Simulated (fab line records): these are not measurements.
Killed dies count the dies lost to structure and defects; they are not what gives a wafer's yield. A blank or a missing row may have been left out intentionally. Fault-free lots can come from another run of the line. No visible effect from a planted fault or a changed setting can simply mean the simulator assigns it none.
A single fault, viewed from 2 desks || flow sky130 || only its own numbers are on each desk; what lay behind them is given at the end

== FROM THE METROLOGY DESK ==
What the gauges read, lot by lot, whatever tool the lot ran on: means of the sampled wafers that have a number. A lot is out of limits, marked OUT, if its mean lies more than 4 standard deviations from the usual mean; the brackets give that distance.
Columns: A = GATE_OXIDE_OXIDATION_00_THK at SKY_GATE_OXIDE_THK_MEAS_02, usual 10.19 nm; B = SD_N_TW at SKY_SD_N_TW_MEAS_12, usual 3986; C = LOCAL_INTERCONNECT_OVL at SKY_LOCAL_INTERCONNECT_OVL_MEAS_12, usual 1 nm
{"lot": "L706", "first seen here": "day 12 15:08", "A": 10.07, "B": 4016, "C": 0}
{"lot": "L709", "first seen here": "day 13 11:43", "A": 10.08, "B": 3996, "C": -11}
{"lot": "L710", "first seen here": "day 14 03:56", "A": 10.22, "B": 3995, "C": 2}
{"lot": "L714", "first seen here": "day 15 13:38", "A": 10.26, "B": 4030, "C": 6}
{"lot": "L717", "first seen here": "day 17 06:58", "A": 10.25, "B": 4006, "C": 3}
{"lot": "L716", "first seen here": "day 17 06:59", "A": 9.98, "B": 4017, "C": -4}
{"lot": "L722", "first seen here": "day 17 20:17", "A": "11.18 (+4.9) OUT", "B": 3977, "C": -5}
{"lot": "L723", "first seen here": "day 18 19:51", "A": 10.64, "B": 3985, "C": 5}
{"lot": "L724", "first seen here": "day 19 17:50", "A": 10.56, "B": 3981, "C": 3}
{"lot": "L725", "first seen here": "day 19 20:15", "A": 10.25, "B": 3960, "C": -1}
{"lot": "L726", "first seen here": "day 19 21:54", "A": 10.37, "B": 3955, "C": -1}
{"lot": "L728", "first seen here": "day 20 12:13", "A": 10.34, "B": 3992, "C": 7}
This desk's finding: out of limits on L722; first on L722, day 17 20:17 (GATE_OXIDE_OXIDATION_00_THK at SKY_GATE_OXIDE_THK_MEAS_02). L706, L709, L710, L714, L717, L716, L723, L724, L725, L726, L728 stayed within limits.

== AT THE TOOL OWNER'S DESK: furnace-02 ==
The tool's own readings at SKY_GATE_OXIDE_OXIDATION_01 (stabilise 600 s, purge 300 s, target thk 10.268 nm): means of the sampled wafers that have a number, for each lot that ran on this tool. A lot is out of limits, marked OUT, if its mean lies more than 4 standard deviations from the usual mean; the brackets give that distance.
Columns: A = spikeTcCentreC at SKY_GATE_OXIDE_OXIDATION_01, usual 900.9 C; B = spikeTcTopC at SKY_GATE_OXIDE_OXIDATION_01, usual 909 C; C = spikeTcUpperC at SKY_GATE_OXIDE_OXIDATION_01, usual 901.4 C; D = zonePowerCentrePct at SKY_GATE_OXIDE_OXIDATION_01, usual 21.1 %; E = zonePowerUpperPct at SKY_GATE_OXIDE_OXIDATION_01, usual 20.5 %
{"lot": "L706", "first seen here": "day 12 13:43", "A": 900.4, "B": 914, "C": 901.0, "D": 22.2, "E": 20.2}
{"lot": "L709", "first seen here": "day 13 10:18", "A": 900.2, "B": 915, "C": 900.5, "D": 22.5, "E": 19.9}
{"lot": "L710", "first seen here": "day 14 02:30", "A": 899.7, "B": 914, "C": 901.9, "D": 22.4, "E": 20.2}
{"lot": "L716", "first seen here": "day 17 05:33", "A": 900.2, "B": 914, "C": 900.2, "D": 22.4, "E": 20.0}
{"lot": "L717", "first seen here": "day 17 05:33", "A": 901.2, "B": 914, "C": 901.2, "D": 22.4, "E": 20.2}
{"lot": "L722", "first seen here": "day 17 18:52", "A": "921.5 (+17) OUT", "B": 915, "C": 898.1, "D": "31.7 (+9.7) OUT", "E": "15.7 (-12) OUT"}
{"lot": "L723", "first seen here": "day 18 18:26", "A": "921.2 (+17) OUT", "B": 914, "C": 897.7, "D": "31.3 (+9.3) OUT", "E": "15.7 (-12) OUT"}
Finding of this desk: L722, L723 out of limits; the first was L722 at day 17 18:52, on spikeTcCentreC at SKY_GATE_OXIDE_OXIDATION_01. L706, L709, L710, L716, L717 stayed within limits.

== BROUGHT TOGETHER ==
At day 17 18:52, on L722, L723, the tool owner's desk was in a position to raise an alarm.
On L722, the metrology desk was in a position to raise an alarm at day 17 20:17.
The metrology desk has L723 on record, within its limits.
The lots listed all ran SKY_GATE_OXIDE_OXIDATION_01 on furnace-02.

== WHAT THE SIMULATOR PUT IN ==
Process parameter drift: furnace-02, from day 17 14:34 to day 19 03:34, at SKY_GATE_OXIDE_OXIDATION_01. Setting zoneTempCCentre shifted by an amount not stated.
Struck lots among those shown: L722, L723.
Time in hours from fault onset to the first out-of-limits reading at each desk: tool owner's desk 4, metrology desk 6.
